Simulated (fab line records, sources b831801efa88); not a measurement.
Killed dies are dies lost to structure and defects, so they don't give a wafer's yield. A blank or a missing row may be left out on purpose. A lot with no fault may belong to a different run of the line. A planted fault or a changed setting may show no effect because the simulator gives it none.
fab line records	flow sky130
record: lots: 12	wafers: 36	lastDay: 50
route steps=708 shown VT_ADJUST_HVTR@140 VIA1@471 METAL3@535
lots untouched by any fault: they come from a run of this same line in which no faults occurred
startH: the number of hours between the record's first day and the start of the first shown wafer of the lot	waitH: hours elapsed since this lot's preceding step	" repeats the value in the row above	L1.1+2: one row covering several wafers at once	- no value, or no start given	* or withheld: withheld	< > ~ a bound
route shown NAME@n: a module of which the file shows steps, and the number in the route of the first	usual: average and standard deviation across the fault-free wafers	same: alike in all rows	chamber/n: place in a boat	sites: readings site by site	_std_site: the values' standard deviation	_edge_site: mean of outer sites minus mean of inner sites	radiusMm: for every site, how far away it sits from the centre of the wafer	mask NAME#n: copy n	behind: the most recent tool/chamber to have shaped the wafer	hold: why the lot was held/for how many hours/how that ended	device: whichever transistor did not switch (one of n, p or np)	end of line: tests of these same wafers at the route's end	a step given without rows: its recipe and nothing more	killed: dies that structure and defects cost at the first sort, which is not the same as the wafer's yield	map: per-die view of a wafer (x killed, . not killed, _ where there is no die)
set.NAME: setting as actually run; set.NAME@STEP: the setting as run at that earlier step	model.NAME: the simulator's own value behind a step, which no gauge read
route steps across a sampled set of lots; one table per step, one row per wafer
services: when a tool's chamber went out of use (startH, in hours from the record's first day, below 0 if earlier), for how many hours, and the reason
== steps ==
step: SKY_VT_ADJUST_HVTR_IMPLANT_09
recipe: species: B	energyKev: 10	doseCm2: 2.1e+12	tiltDeg: withheld
usual: beamOnS: 9.97/0.2	faradayCurrentUA: 11.88/0.24
lot.wafer	tool	chamber	startH	waitH	beamOnS	faradayCurrentUA
L532.3	implanter-02	0	210.61	0.1	9.89	12.01
L532.5	"	0	"	"	9.83	12.09
L532.6	"	0	"	"	9.84	12.02
L534.1	implanter-03	0	224.85	0.0	10.08	11.78
L534.4	"	0	"	"	10.02	11.82
L534.6	"	0	"	"	9.93	11.92
L535.2	implanter-03	0	228.67	0.1	9.71	12.19
L535.3	"	0	"	"	9.90	11.98
L535.5	"	0	"	"	9.84	12.01
L536.2	implanter-03	0	239.27	0.0	9.87	12.02
L536.3	"	0	"	"	9.78	12.05
L536.5	"	0	"	"	9.90	11.97
L537.1	implanter-03	0	244.53	0.1	10.18	11.65
L537.2	"	0	"	"	9.76	12.08
L537.6	"	0	"	"	9.79	12.11
L539.1	implanter-03	0	258.44	0.0	9.82	12.02
L539.4	"	0	"	"	10.00	11.84
L539.5	"	0	"	"	10.00	11.86
L540.1	implanter-03	0	261.23	0.1	10.28	11.54
L540.2	"	0	"	"	10.09	11.76
L540.4	"	0	"	"	9.96	11.86
L543.2	implanter-03	0	290.02	0.0	7.61	15.54
L543.3	"	0	"	"	7.70	15.38
L543.5	"	0	"	"	7.59	15.60
L544.1	implanter-03	0	297.51	0.0	7.58	15.61
L544.4	"	0	"	"	7.63	15.55
L544.5	"	0	"	"	7.61	15.54
L550.2	implanter-04	0	346.96	0.0	9.86	11.98
L550.4	"	0	"	"	9.95	11.88
L550.6	"	0	"	"	9.81	12.06
L551.4	implanter-04	0	355.47	0.1	9.75	12.13
L551.5	"	0	"	"	9.71	12.17
L551.6	"	0	"	"	10.04	11.77
L554.1	implanter-03	0	371.96	0.0	9.90	11.91
L554.2	"	0	"	"	9.99	11.87
L554.6	"	0	"	"	10.34	11.48
step: SKY_VT_ADJUST_HVTR_TW_MEAS_11
usual: VT_ADJUST_HVTR_TW: 210.8/1.2
lot.wafer	tool	chamber	startH	waitH	VT_ADJUST_HVTR_TW
L532.3	filmMetro-02	-	210.83	0.1	212.3
L532.5	"	-	"	"	212.4
L532.6	"	-	"	"	213.0
L534.1	filmMetro-01	-	225.10	0.1	211.0
L534.4	"	-	"	"	210.3
L534.6	"	-	"	"	210.9
L535.2	filmMetro-02	-	228.91	0.1	211.4
L535.3	"	-	"	"	210.9
L535.5	"	-	"	"	210.4
L536.2	filmMetro-02	-	239.51	0.1	210.9
L536.3	"	-	"	"	212.8
L536.5	"	-	"	"	211.3
L537.1	filmMetro-01	-	244.78	0.1	209.6
L537.2	"	-	"	"	210.1
L537.6	"	-	"	"	209.2
L539.1	filmMetro-03	-	258.69	0.1	211.7
L539.4	"	-	"	"	209.7
L539.5	"	-	"	"	211.1
L540.1	filmMetro-01	-	261.48	0.1	210.4
L540.2	"	-	"	"	211.9
L540.4	"	-	"	"	210.6
L543.2	filmMetro-01	-	290.26	0.1	195.4
L543.3	"	-	"	"	195.3
L543.5	"	-	"	"	195.1
L544.1	filmMetro-03	-	297.76	0.1	194.6
L544.4	"	-	"	"	196.1
L544.5	"	-	"	"	195.5
L550.2	filmMetro-02	-	347.19	0.1	211.4
L550.4	"	-	"	"	211.5
L550.6	"	-	"	"	211.7
L551.4	filmMetro-02	-	355.68	0.1	211.8
L551.5	"	-	"	"	212.3
L551.6	"	-	"	"	212.2
L554.1	filmMetro-02	-	372.21	0.1	212.7
L554.2	"	-	"	"	211.2
L554.6	"	-	"	"	211.6
step: SKY_VIA1_OVL_MEAS_13
usual: VIA1_OVL: 2/5.5
lot.wafer	tool	chamber	startH	waitH	VIA1_OVL[nm]
L532.3	overlay-02	-	796.33	0.1	7
L532.5	"	-	"	"	6
L532.6	"	-	"	"	3
L535.2	overlay-02	-	812.71	0.1	1
L535.3	"	-	"	"	2
L535.5	"	-	"	"	2
L534.1	overlay-01	-	813.67	0.1	3
L534.4	"	-	"	"	1
L534.6	"	-	"	"	3
L536.2	overlay-02	-	824.33	0.1	-1
L536.3	"	-	"	"	0
L536.5	"	-	"	"	17
L537.1	overlay-02	-	837.40	0.1	-1
L537.2	"	-	"	"	6
L537.6	"	-	"	"	11
L540.1	overlay-02	-	858.12	0.1	-6
L540.2	"	-	"	"	7
L540.4	"	-	"	"	4
L539.1	overlay-01	-	859.06	0.1	1
L539.4	"	-	"	"	6
L539.5	"	-	"	"	0
L543.2	overlay-02	-	878.13	0.1	7
L543.3	"	-	"	"	-3
L543.5	"	-	"	"	-11
L544.1	overlay-01	-	888.87	0.1	-1
L544.4	"	-	"	"	9
L544.5	"	-	"	"	3
L550.2	overlay-01	-	936.93	0.1	-4
L550.4	"	-	"	"	-10
L550.6	"	-	"	"	-8
L551.4	overlay-01	-	943.05	0.1	-3
L551.5	"	-	"	"	-5
L551.6	"	-	"	"	2
L554.1	overlay-01	-	952.46	0.1	4
L554.2	"	-	"	"	11
L554.6	"	-	"	"	7
step: SKY_METAL3_SPUTTER_03
recipe: material: Ti	targetThkNm: 5	powerW: 3000	timeS: 3.3	chamberPressurePa: 0.4
usual: throttleValvePct: 30.2/1.2
lot.wafer	tool	chamber	startH	waitH	throttleValvePct
L532.3	pvdSputter-01	-	852.89	0.0	30.3
L532.5	"	-	"	"	31.2
L532.6	"	-	"	"	31.7
L535.2	pvdSputter-03	-	869.18	0.0	30.3
L535.3	"	-	"	"	29.0
L535.5	"	-	"	"	30.1
L534.1	pvdSputter-01	-	870.56	0.0	31.0
L534.4	"	-	"	"	32.2
L534.6	"	-	"	"	29.0
L536.2	pvdSputter-04	-	881.59	0.0	31.8
L536.3	"	-	"	"	28.3
L536.5	"	-	"	"	31.8
L537.1	pvdSputter-03	-	892.87	0.0	30.7
L537.2	"	-	"	"	29.9
L537.6	"	-	"	"	29.8
L540.1	pvdSputter-03	-	913.06	0.0	30.5
L540.2	"	-	"	"	30.1
L540.4	"	-	"	"	29.4
L539.1	pvdSputter-04	-	914.88	0.0	30.7
L539.4	"	-	"	"	28.3
L539.5	"	-	"	"	30.3
L543.2	pvdSputter-04	-	933.05	0.0	29.0
L543.3	"	-	"	"	28.6
L543.5	"	-	"	"	30.9
L544.1	pvdSputter-01	-	944.05	0.0	31.9
L544.4	"	-	"	"	31.3
L544.5	"	-	"	"	30.5
L550.2	pvdSputter-01	-	990.17	0.0	31.1
L550.4	"	-	"	"	30.3
L550.6	"	-	"	"	30.5
L551.4	pvdSputter-01	-	995.46	0.0	28.5
L551.5	"	-	"	"	32.0
L551.6	"	-	"	"	30.1
L554.1	pvdSputter-01	-	1004.81	0.0	28.6
L554.2	"	-	"	"	32.0
L554.6	"	-	"	"	32.1
step: SKY_METAL3_ETCH_16
recipe: chemistry: N2/H2	target: BARC	ionEnergyEv: 200	biasW: 100	pressureMtorr: 30	n2FlowSccm: 100	h2FlowSccm: 200	icpW: 500	stopOn: SiO2	timeS: 88.2	targetDepthA: 600
usual: drypumpMotorCurrentA: 5.7/0.35	oesProductAu: 0.625/0.0045	throttleValvePct: 13.206/0.0085
lot.wafer	tool	chamber	startH	waitH	drypumpMotorCurrentA	oesProductAu	rfHoursCounterH	throttleValvePct
L532.3	rieMetal-04	0	905.45	0.0	5.7	0.615	-	13.202
L532.5	"	0	"	"	5.7	0.617	-	13.191
L532.6	"	1	"	"	6.3	0.624	-	13.204
L535.2	rieMetal-02	1	920.63	0.0	5.9	0.626	10	13.203
L535.3	"	0	"	"	5.7	0.623	-	13.223
L535.5	"	1	"	"	5.9	0.632	-	13.184
L534.1	rieMetal-02	0	922.64	0.0	5.7	0.629	1	13.195
L534.4	"	0	"	"	5.7	0.634	-	13.208
L534.6	"	0	"	"	5.7	0.629	-	13.193
L536.2	rieMetal-03	1	933.66	0.1	5.2	0.626	-	13.206
L536.3	"	1	"	"	5.2	0.631	-	13.213
L536.5	"	1	"	"	5.2	0.627	-	13.196
L537.1	rieMetal-03	0	944.33	0.0	5.7	0.628	0	13.212
L537.2	"	1	"	"	5.2	0.627	13	13.211
L537.6	"	0	"	"	5.7	0.626	-	13.209
L540.1	rieMetal-03	0	962.94	0.0	5.6	0.631	1	13.216
L540.2	"	1	"	"	5.2	0.628	14	13.189
L540.4	"	0	"	"	5.6	0.629	-	13.210
L539.1	rieMetal-04	0	964.49	0.0	5.7	0.620	8	13.205
L539.4	"	1	"	"	6.4	0.624	-	13.210
L539.5	"	1	"	"	6.4	0.629	-	13.222
L543.2	rieMetal-02	1	980.97	0.0	5.9	0.627	13	13.219
L543.3	"	0	"	"	5.7	0.626	-	13.216
L543.5	"	1	"	"	5.9	0.636	-	13.224
L544.1	rieMetal-02	1	991.89	0.0	5.9	0.625	14	13.205
L544.4	"	0	"	"	5.7	0.626	-	13.211
L544.5	"	1	"	"	5.9	0.630	-	13.214
L550.2	rieMetal-04	0	1036.34	0.0	5.7	0.633	12	13.215
L550.4	"	0	"	"	5.7	0.620	-	13.204
L550.6	"	0	"	"	5.7	0.628	-	13.206
L551.4	rieMetal-03	0	1042.15	0.0	5.6	0.633	-	13.215
L551.5	"	1	"	"	5.2	0.629	-	13.206
L551.6	"	0	"	"	5.6	0.624	-	13.208
L554.1	rieMetal-03	1	1050.29	0.0	5.2	0.624	20	13.203
L554.2	"	0	"	"	5.6	0.628	6	13.212
L554.6	"	1	"	"	5.2	0.624	-	13.200
== services ==
tool	chamber	startH	hours	kind
implanter-03	-	189.38	0.7	repair
implanter-03	-	294.63	1.0	repair
implanter-03	-	331.24	1.9	repair
implanter-03	-	354.70	3.4	pm
rieMetal-03	-	379.95	2.8	pm
implanter-03	-	437.06	1.8	pm
implanter-03	-	449.85	2.4	repair
rieMetal-03	-	534.93	1.4	pm
pvdSputter-01	-	541.78	1.5	repair
implanter-03	-	589.34	141.5	pm
pvdSputter-01	-	601.77	7.1	repair
rieMetal-03	-	613.45	1.1	repair
rieMetal-03	1	615.52	14.0	repair
rieMetal-03	-	692.69	0.7	repair
implanter-03	-	742.58	4.0	repair
implanter-03	-	755.26	2.0	repair
pvdSputter-01	-	756.17	3.5	repair
implanter-03	-	842.83	3.7	repair
implanter-03	-	846.57	6.2	pm
pvdSputter-01	-	901.16	0.5	repair
implanter-03	-	910.12	5.8	repair
implanter-03	-	968.61	4.1	repair
pvdSputter-01	-	993.81	0.7	repair
implanter-03	-	1035.04	13.0	pm
== key ==
firstSign: step: SKY_VT_ADJUST_HVTR_IMPLANT_09	reading: faradayCurrentUA	direction: up	sigmas: 15	usual: 11.88	struck: 15.54
effect: step: SKY_VT_ADJUST_HVTR_IMPLANT_09	reading: beamOnS	direction: down	sigmas: 12	usual: 9.97	struck: 7.62
effect: step: SKY_VT_ADJUST_HVTR_TW_MEAS_11	reading: VT_ADJUST_HVTR_TW	direction: down	sigmas: 13	usual: 210.8	struck: 195.3
metAt SKY_VT_ADJUST_HVTR_IMPLANT_09
struckLots L543,L544
testerLeftOut L543,L544
notActingAt SKY_VIA1_OVL_MEAS_13,SKY_METAL3_SPUTTER_03,SKY_METAL3_ETCH_16
onsetBetween 261.23 290.02
fault: kind: processParameterDrift	tool: implanter-03	chamber: -	onsetH: 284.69	steps: SKY_VT_ADJUST_HVTR_IMPLANT_09	channel: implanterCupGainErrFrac	offset: 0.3	shape: step	endH: 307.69
testerLeftOut: of these lots the tester's yield and bins aren't shown, on N5 and GAA mostly nor the transistor test; their killed dies are dies lost to structure and defects alone, not to doping, threshold or leakage, so they don't give the yield
